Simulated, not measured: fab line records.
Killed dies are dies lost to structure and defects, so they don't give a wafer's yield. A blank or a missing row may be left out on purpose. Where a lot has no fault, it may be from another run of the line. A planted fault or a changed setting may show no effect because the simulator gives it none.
fab line records	flow sky130
record lots=10	wafers=30	lastDay=50
route steps=708 shown METAL2@488 METAL3@535 CAPM@538 PAD_OPEN@708
lots untouched by any fault: they come from a run of this same line in which no faults occurred
startH: hours from the record's opening day to when the first of the lot's shown wafers began	waitH: hours since the lot's step before	" repeats the value in the row above	L1.1+2: several wafers, shown together as one row	- no value, or no start given	* or withheld: withheld	< > ~ a bound
route shown NAME@n: NAME is a module with steps in the file, n the number in the route of the first one	usual: mean and standard deviation over wafers with no fault	same: alike in all rows	chamber/n: place in a boat	sites: per-site readings	_std_site: standard deviation across them	_edge_site: mean of outer sites minus mean of inner sites	radiusMm: how far each site lies from the wafer's centre	mask NAME#n: copy n	behind: tool/chamber where the wafer was last shaped	hold: reason for holding the lot/hours on hold/outcome of the hold	device: the transistor (n, p or np) that didn't switch	end of line: the tests these same wafers got at the end of their route	a step with no rows: only its recipe	killed: the dies lost at the first sort to structure and to defects; this is not the yield of the wafer	map: per-die view of a wafer (x killed, . not killed, _ where there is no die)
set.NAME: setting as actually run; set.NAME@STEP: the setting as run at that earlier step	model.NAME: the simulator's own value behind a step, which no gauge read
route steps across a sampled set of lots; one table per step, one row per wafer
services: a tool's chamber out of use, with start hour (startH, from the record's first day; less than 0 if before it), hours out, and reason
## steps
# step SKY_METAL2_RS_MEAS_05
# recipe thkMeasGauge=four-point-probe	reads=TiN_of_METAL2_SPUTTER_04+Ti_of_METAL2_SPUTTER_03+AlCu_of_METAL2_SPUTTER_02+TiN_of_METAL2_SPUTTER_01+Ti_of_METAL2_SPUTTER_00
# usual METAL2_ALCU_RS=0.1264/0.0011
lot.wafer	tool	chamber	startH	waitH	METAL2_ALCU_RS[ohm/sq]
L597.3	filmMetro-04	-	788.02	0.1	0.1250
L597.4	"	-	"	"	0.1266
L597.6	"	-	"	"	0.1270
L598.2	filmMetro-04	-	800.51	0.1	0.1294
L598.4	"	-	"	"	0.1273
L598.5	"	-	"	"	0.1291
L600.1	filmMetro-04	-	813.59	0.0	0.1252
L600.4	"	-	"	"	0.1242
L600.6	"	-	"	"	0.1251
L602.1	filmMetro-04	-	836.00	0.0	0.1256
L602.5	"	-	"	"	0.1273
L602.6	"	-	"	"	0.1266
L606.3	filmMetro-03	-	858.76	0.1	0.1260
L606.5	"	-	"	"	0.1265
L606.6	"	-	"	"	0.1278
L612.3	filmMetro-04	-	904.15	0.1	0.1267
L612.5	"	-	"	"	0.1274
L612.6	"	-	"	"	0.1267
L614.1	filmMetro-03	-	927.59	0.0	0.1261
L614.2	"	-	"	"	0.1280
L614.4	"	-	"	"	0.1269
L615.2	filmMetro-04	-	936.66	0.0	0.1254
L615.4	"	-	"	"	0.1273
L615.6	"	-	"	"	0.1268
L616.1	filmMetro-01	-	938.94	0.0	0.1263
L616.2	"	-	"	"	0.1254
L616.6	"	-	"	"	0.1260
L619.1	filmMetro-01	-	947.25	0.0	0.1268
L619.2	"	-	"	"	0.1261
L619.3	"	-	"	"	0.1273
# step SKY_METAL3_SPUTTER_03
# recipe material=Ti	targetThkNm=5	powerW=3000	timeS=3.3	chamberPressurePa=0.4
# usual throttleValvePct=30.2/1.3
lot.wafer	tool	chamber	startH	waitH	throttleValvePct
L597.3	pvdSputter-01	-	843.09	0.0	30.1
L597.4	"	-	"	"	29.6
L597.6	"	-	"	"	29.3
L598.2	pvdSputter-02	-	855.83	0.0	29.1
L598.4	"	-	"	"	31.9
L598.5	"	-	"	"	30.4
L600.1	pvdSputter-01	-	868.34	0.0	31.6
L600.4	"	-	"	"	30.3
L600.6	"	-	"	"	30.1
L602.1	pvdSputter-04	-	890.24	0.0	29.7
L602.5	"	-	"	"	29.4
L602.6	"	-	"	"	30.0
L606.3	pvdSputter-02	-	913.69	0.0	32.7
L606.5	"	-	"	"	29.5
L606.6	"	-	"	"	31.2
L612.3	pvdSputter-01	-	955.24	0.0	29.1
L612.5	"	-	"	"	31.7
L612.6	"	-	"	"	29.1
L614.1	pvdSputter-02	-	979.00	0.0	30.5
L614.2	"	-	"	"	29.4
L614.4	"	-	"	"	31.7
L615.2	pvdSputter-04	-	988.21	0.0	28.1
L615.4	"	-	"	"	30.1
L615.6	"	-	"	"	29.6
L616.1	pvdSputter-04	-	991.09	0.0	28.4
L616.2	"	-	"	"	28.2
L616.6	"	-	"	"	29.4
L619.1	pvdSputter-02	-	999.40	0.0	31.4
L619.2	"	-	"	"	30.7
L619.3	"	-	"	"	32.7
# step SKY_CAPM_THK_MEAS_01
# recipe reads=SiO2_of_CAPM_CVD_00
# usual CAPM_CVD_00_THK=15.54/0.21
lot.wafer	tool	chamber	startH	waitH	CAPM_CVD_00_THK[nm]
L597.3	filmMetro-02	-	843.21	-	15.66
L597.4	"	-	"	"	15.44
L597.6	"	-	"	"	15.61
L598.2	filmMetro-04	-	855.93	-	15.43
L598.4	"	-	"	"	15.99
L598.5	"	-	"	"	15.87
L600.1	filmMetro-01	-	868.44	-	15.45
L600.4	"	-	"	"	15.59
L600.6	"	-	"	"	15.46
L602.1	filmMetro-01	-	890.33	-	15.53
L602.5	"	-	"	"	15.79
L602.6	"	-	"	"	15.76
L606.3	filmMetro-01	-	913.80	-	15.29
L606.5	"	-	"	"	15.37
L606.6	"	-	"	"	15.43
L612.3	filmMetro-02	-	955.35	-	15.25
L612.5	"	-	"	"	15.49
L612.6	"	-	"	"	15.52
L614.1	filmMetro-01	-	979.09	-	15.39
L614.2	"	-	"	"	15.57
L614.4	"	-	"	"	15.68
L615.2	filmMetro-01	-	988.31	-	15.51
L615.4	"	-	"	"	15.91
L615.6	"	-	"	"	15.71
L616.1	filmMetro-04	-	991.18	-	15.69
L616.2	"	-	"	"	15.72
L616.6	"	-	"	"	15.87
L619.1	filmMetro-04	-	999.49	-	15.39
L619.2	"	-	"	"	15.32
L619.3	"	-	"	"	15.53
# step SKY_CAPM_SPUTTER_02
# recipe material=TiN	targetThkNm=200	tempC=300	powerW=6500	timeS=166.7	chamberPressurePa=0.4
# usual throttleValvePct=30.0/1.2
lot.wafer	tool	chamber	startH	waitH	throttleValvePct
L597.3	pvdSputter-02	-	843.25	0.0	32.6
L597.4	"	-	"	"	29.3
L597.6	"	-	"	"	31.9
L598.2	pvdSputter-01	-	855.98	0.0	30.4
L598.4	"	-	"	"	31.5
L598.5	"	-	"	"	31.7
L600.1	pvdSputter-03	-	868.50	0.1	29.1
L600.4	"	-	"	"	28.5
L600.6	"	-	"	"	29.6
L602.1	pvdSputter-03	-	890.39	0.1	29.0
L602.5	"	-	"	"	30.3
L602.6	"	-	"	"	29.1
L606.3	pvdSputter-01	-	913.84	0.0	29.4
L606.5	"	-	"	"	31.7
L606.6	"	-	"	"	29.2
L612.3	pvdSputter-03	-	955.39	0.0	29.0
L612.5	"	-	"	"	28.3
L612.6	"	-	"	"	30.2
L614.1	pvdSputter-03	-	979.15	0.1	28.9
L614.2	"	-	"	"	29.5
L614.4	"	-	"	"	28.4
L615.2	pvdSputter-03	-	988.36	0.0	28.9
L615.4	"	-	"	"	29.5
L615.6	"	-	"	"	28.5
L616.1	pvdSputter-03	-	991.24	0.1	28.5
L616.2	"	-	"	"	28.8
L616.6	"	-	"	"	28.8
L619.1	pvdSputter-03	-	999.55	0.1	30.0
L619.2	"	-	"	"	28.5
L619.3	"	-	"	"	29.0
# step SKY_CAPM_RS_MEAS_03
# recipe thkMeasGauge=four-point-probe	reads=TiN_of_CAPM_SPUTTER_02
# usual CAPM_TIN_RS=6.91/0.075
lot.wafer	tool	chamber	startH	waitH	CAPM_TIN_RS[ohm/sq]
L597.3	filmMetro-01	-	843.40	0.1	6.84
L597.4	"	-	"	"	6.80
L597.6	"	-	"	"	6.90
L598.2	filmMetro-02	-	856.11	0.1	7.02
L598.4	"	-	"	"	6.91
L598.5	"	-	"	"	6.87
L600.1	filmMetro-02	-	868.61	0.1	6.90
L600.4	"	-	"	"	6.98
L600.6	"	-	"	"	7.02
L602.1	filmMetro-01	-	890.50	0.1	6.67
L602.5	"	-	"	"	6.96
L602.6	"	-	"	"	6.64
L606.3	filmMetro-04	-	913.99	0.1	6.77
L606.5	"	-	"	"	6.83
L606.6	"	-	"	"	6.85
L612.3	filmMetro-04	-	955.54	0.1	6.83
L612.5	"	-	"	"	6.83
L612.6	"	-	"	"	6.88
L614.1	filmMetro-04	-	979.26	0.1	6.97
L614.2	"	-	"	"	6.99
L614.4	"	-	"	"	6.95
L615.2	filmMetro-02	-	988.49	0.1	6.86
L615.4	"	-	"	"	6.95
L615.6	"	-	"	"	6.91
L616.1	filmMetro-04	-	991.35	0.1	6.93
L616.2	"	-	"	"	6.91
L616.6	"	-	"	"	6.90
L619.1	filmMetro-01	-	999.66	0.1	6.87
L619.2	"	-	"	"	6.85
L619.3	"	-	"	"	6.85
# step SKY_CAPM_METAL_ETCH_13
# recipe targetDepthNm=220	stopOn=SiO2	chemistry=Cl2/BCl3	target=TiN	pressureMtorr=10	icpW=900	biasW=48.5	Cl2_flow_sccm=60	bcl3FlowSccm=30	timeS=62.9
# usual bcl3FlowSccm=29.99/0.089	drypumpMotorCurrentA=5.8/0.61	oesProductAu=0.941/0.0074	throttleValvePct=21.902/0.0093
lot.wafer	tool	chamber	startH	waitH	bcl3FlowSccm	drypumpMotorCurrentA	oesProductAu	rfHoursCounterH	throttleValvePct
L597.3	rieMetal-01	1	868.91	0.0	29.77	6.6	0.942	-	21.910
L597.4	"	0	"	"	29.86	6.1	0.947	-	21.889
L597.6	"	0	"	"	29.97	6.1	0.942	-	21.910
L598.2	rieMetal-04	1	881.93	0.0	30.13	5.7	0.932	2	21.907
L598.4	"	1	"	"	30.07	5.7	0.936	-	21.883
L598.5	"	1	"	"	30.12	5.7	0.938	-	21.904
L600.1	rieMetal-01	1	894.18	0.0	29.97	6.6	0.939	5	21.893
L600.4	"	1	"	"	29.95	6.6	0.949	-	21.905
L600.6	"	1	"	"	29.98	6.6	0.928	-	21.901
L602.1	rieMetal-04	0	915.43	0.0	29.95	6.3	0.969	8	21.909
L602.5	"	1	"	"	29.97	5.7	0.932	-	21.911
L602.6	"	0	"	"	30.00	6.3	0.970	-	21.886
L606.3	rieMetal-04	1	938.15	0.0	30.11	5.7	0.957	-	21.894
L606.5	"	0	"	"	30.20	6.3	0.944	-	21.901
L606.6	"	1	"	"	30.13	5.7	0.943	-	21.893
L612.3	rieMetal-04	1	979.45	0.0	29.99	5.7	0.947	-	21.896
L612.5	"	1	"	"	30.01	5.7	0.937	-	21.891
L612.6	"	0	"	"	30.08	6.3	0.950	-	21.900
L614.1	rieMetal-03	0	1003.04	0.0	29.93	5.2	0.936	9	21.900
L614.2	"	1	"	"	29.87	5.0	0.938	17	21.922
L614.4	"	0	"	"	30.10	5.2	0.930	-	21.911
L615.2	rieMetal-03	0	1011.89	0.0	29.99	5.2	0.946	10	21.900
L615.4	"	0	"	"	29.97	5.2	0.934	-	21.895
L615.6	"	0	"	"	29.93	5.2	0.933	-	21.909
L616.1	rieMetal-03	0	1014.69	0.0	30.14	5.2	0.941	10	21.893
L616.2	"	1	"	"	29.98	5.0	0.939	17	21.903
L616.6	"	0	"	"	29.94	5.2	0.943	-	21.908
L619.1	rieMetal-04	0	1022.63	0.0	29.97	6.3	0.939	15	21.891
L619.2	"	1	"	"	30.04	5.7	0.937	10	21.904
L619.3	"	1	"	"	29.87	5.7	0.941	-	21.901
# step SKY_PAD_OPEN_PROBE_99
# usual defectLimitedYield=82.2/1.9	killed_at_M0_to_M3=44/6.6	killed_at_M4_up=3.4/1.9	killedAtContacts=25/5.6	killedAtFrontEnd=15/4.6	killedAtOther=0.3/0.6	killedDies=88/9.5	killedOpen=47/7.1	killedShort=40/6.4	sort_bin_3_pad_short=1.0/0.47	sort_bin_5_function=10.4/1.4	sort_bin_6_memory=6.4/1.1	sortNPass=404/9.5	sortYieldPct=82.2/1.9
# same grossDies=492	killedAtBackSide=0	sort_bin_4_leakage[%]=0	sort_bin_8_speed[%]=0
lot.wafer	tool	chamber	startH	waitH	defectLimitedYield[%]	killed_at_M0_to_M3	killed_at_M4_up	killedAtContacts	killedAtFrontEnd	killedAtOther	killedDies	killedOpen	killedShort	sort_bin_3_pad_short[%]	sort_bin_5_function[%]	sort_bin_6_memory[%]	sortNPass	sortYieldPct[%]
L612.3	prober-01	-	1158.77	0.2	83.3	34	5	29	13	1	82	46	36	0.6	10.2	5.9	410	83.3
L612.5	prober-01	-	1158.87	0.2	81.7	39	1	29	21	0	90	46	44	1.8	8.9	7.5	402	81.7
L612.6	prober-01	-	1158.92	0.2	85.2	38	1	14	20	0	73	36	37	0.4	9.1	5.3	419	85.2
# killed by level:class
L612.3 CONTACT:geometricParticle:open=14 CONTACT:geometricParticle:short=10 VIA2:geometricParticle:open=7 METAL2:geometricParticle:short=5 VIA1:geometricParticle:open=5 VIA3:geometricParticle:open=5 METAL4:geometricParticle:short=4 FIELD_ISO:geometricParticle:open=3
L612.5 CONTACT:geometricParticle:open=12 VIA3:geometricParticle:open=7 LI_CONTACT:geometricParticle:open=6 METAL1:geometricParticle:short=6 POLY_GATE:geometricParticle:open=5 VIA1:geometricParticle:open=5 VIA3:geometricParticle:short=5 FIELD_ISO:geometricParticle:short=4
L612.6 FIELD_ISO:geometricParticle:short=7 POLY_GATE:geometricParticle:short=7 METAL1:geometricParticle:short=7 VIA2:geometricParticle:open=7 VIA1:geometricParticle:open=6 FIELD_ISO:geometricParticle:open=5 CONTACT:geometricParticle:open=5 VIA3:geometricParticle:open=5
## services
tool	chamber	startH	hours	kind
pvdSputter-03	-	832.97	0.5	repair
rieMetal-03	-	858.04	2.8	pm
pvdSputter-04	1	883.01	-	consumableReplace:kit
pvdSputter-04	1	883.01	18.0	scheduledDown
pvdSputter-04	1	883.01	18.0	ventCycle
rieMetal-01	0	891.67	41.1	repair
pvdSputter-02	-	894.16	0.6	repair
pvdSputter-01	-	898.87	9.4	repair
pvdSputter-03	-	900.35	0.5	repair
pvdSputter-01	0	917.28	-	consumableReplace:kit
pvdSputter-01	0	917.28	18.0	scheduledDown
pvdSputter-01	0	917.28	18.0	ventCycle
rieMetal-01	0	932.75	-	clean
rieMetal-01	0	932.75	16.9	scheduledDown
rieMetal-01	0	932.75	16.9	ventCycle
rieMetal-03	0	952.16	6.0	repair
pvdSputter-02	0	979.07	-	consumableReplace:kit
pvdSputter-02	0	979.07	18.0	scheduledDown
pvdSputter-02	0	979.07	18.0	ventCycle
pvdSputter-04	0	991.16	-	consumableReplace:kit
pvdSputter-04	0	991.16	18.0	scheduledDown
pvdSputter-04	0	991.16	18.0	ventCycle
pvdSputter-04	-	1001.35	0.5	repair
## key
firstSign step=SKY_CAPM_RS_MEAS_03	reading=CAPM_TIN_RS	direction=down	sigmas=3.4	usual=6.91	struck=6.65
effect step=SKY_CAPM_METAL_ETCH_13	reading=oesProductAu	direction=up	sigmas=3.8	usual=0.941	struck=0.970
metAt SKY_CAPM_SPUTTER_02
struckLots L602
struckWafers L602.1,L602.6
notActingAt SKY_METAL2_RS_MEAS_05,SKY_METAL3_SPUTTER_03,SKY_CAPM_THK_MEAS_01
onsetBetween 868.50 890.39
fault kind=processParameterDrift	tool=pvdSputter-03	chamber=-	onsetH=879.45	steps=SKY_CAPM_SPUTTER_02	channel=timeS	offset=*	shape=step	endH=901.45	actsIn=*	stated=*	scope=struckWafersOnly
